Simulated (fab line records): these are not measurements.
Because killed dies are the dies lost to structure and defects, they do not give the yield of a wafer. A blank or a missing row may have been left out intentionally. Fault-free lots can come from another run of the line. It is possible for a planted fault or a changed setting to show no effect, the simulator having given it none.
Matching of chambers ; flow sky130 ; SKY_FIELD_ISO_CMP_27 on cmp-02 has 4 sister chambers
The step polishes, stops on Si3N4, t overpolish 16 s, target thk 457.8 nm. 4 wafers are shown with their chamber, then 11 later ones without.

## EACH WAFER AND ITS CHAMBER
wafer;chamber;motor current A (A)
L085.3;1;13.2
L088.2;3;11.6
L088.5;0;12.9
L089.1;2;10.4

## WAFERS WHOSE CHAMBER IS MISSING
wafer;motor current A (A)
L089.2;12.2
L089.3;12.6
L090.3;12.0
L090.4;12.6
L090.6;13.0
L092.2;13.2
L092.4;11.0
L092.6;12.1
L095.2;11.9
L095.3;12.5
L095.4;13.1

## WHICH CHAMBER EACH WENT THROUGH
wafer;from the rows above;in truth
L089.2;can't be placed: 3 or 0 or 1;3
L089.3;can't be placed: 0 or 1 or 3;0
L090.3;can't be placed: 3 or 0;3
L090.4;can't be placed: 0 or 1 or 3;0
L090.6;can't be placed: 0 or 1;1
L092.2;can't be placed: 1 or 0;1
L092.4;can't be placed: 2 or 3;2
L092.6;can't be placed: 3 or 0 or 1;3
L095.2;can't be placed: 3 or 0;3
L095.3;can't be placed: 0 or 1 or 3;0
L095.4;can't be placed: 1 or 0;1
Correct placement for 0 of the 11. These rows do not allow placing 11 (true chamber among the candidates in 11). Placed wrongly: 0.
How it was worked out, from the rows above alone: a wafer's distance from a chamber is the root of the sum, over the readings, of the square of ((its reading less the chamber's mean) divided by the reading's scatter). If the next closest chamber is less than 2 further off than the closest, the wafer can't be placed; otherwise it belongs to the closest. Each chamber's mean is taken over the wafers shown for it. The scatter: root of mean squared gap, hidden wafer to nearest shown wafer, with one shown wafer a chamber.
